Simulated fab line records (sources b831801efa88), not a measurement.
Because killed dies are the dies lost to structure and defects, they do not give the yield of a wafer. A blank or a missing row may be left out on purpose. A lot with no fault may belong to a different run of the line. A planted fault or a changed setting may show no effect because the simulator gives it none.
Chamber matching + flow gf180mcu + GF_STI_CVD_23 on hdpcvd-02 has 3 sister chambers
The step deposits SiO2, target thk 650 nm, time 108.3 s. 6 wafers are shown with their chamber, then 7 later ones without.

== WAFERS, EACH WITH ITS CHAMBER ==
| wafer  | chamber | sih4 flow sccm (sccm) |
|--------|---------|-----------------------|
| L274.2 | 1       | 58.95                 |
| L274.3 | 2       | 58.73                 |
| L275.1 | 1       | 59.23                 |
| L275.6 | 0       | 59.08                 |
| L276.1 | 0       | 59.16                 |
| L276.2 | 2       | 59.19                 |

== WAFERS WHOSE CHAMBER IS MISSING ==
| wafer  | sih4 flow sccm (sccm) |
|--------|-----------------------|
| L276.3 | 59.07                 |
| L277.1 | 59.10                 |
| L277.4 | 59.30                 |
| L277.6 | 59.17                 |
| L278.1 | 59.17                 |
| L278.2 | 59.13                 |
| L278.3 | 58.91                 |

== WHICH CHAMBER EACH ONE RAN IN ==
| wafer  | from the rows above          | in truth |
|--------|------------------------------|----------|
| L276.3 | can't be placed: 1 or 0 or 2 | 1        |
| L277.1 | can't be placed: 1 or 0 or 2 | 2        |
| L277.4 | can't be placed: 0 or 1 or 2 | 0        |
| L277.6 | can't be placed: 0 or 1 or 2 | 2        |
| L278.1 | can't be placed: 0 or 1 or 2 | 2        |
| L278.2 | can't be placed: 0 or 1 or 2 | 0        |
| L278.3 | can't be placed: 2 or 1 or 0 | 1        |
0 of 7 placed correctly. Not placeable from these rows: 7 (in 7, the candidates include the true chamber). 0 placed wrongly.
How it was worked out, from the rows above alone: a wafer's distance from a chamber is the root of the sum, over the readings, of the square of ((its reading less the chamber's mean) divided by the reading's scatter). The wafer belongs to the nearest chamber; if the next one is less than 2 further off, it can't be placed. A chamber's mean is the mean of its shown wafers. The scatter: the root of (the sum of the squares of (reading less its chamber's mean) over the shown wafers, divided by (wafers less chambers)).
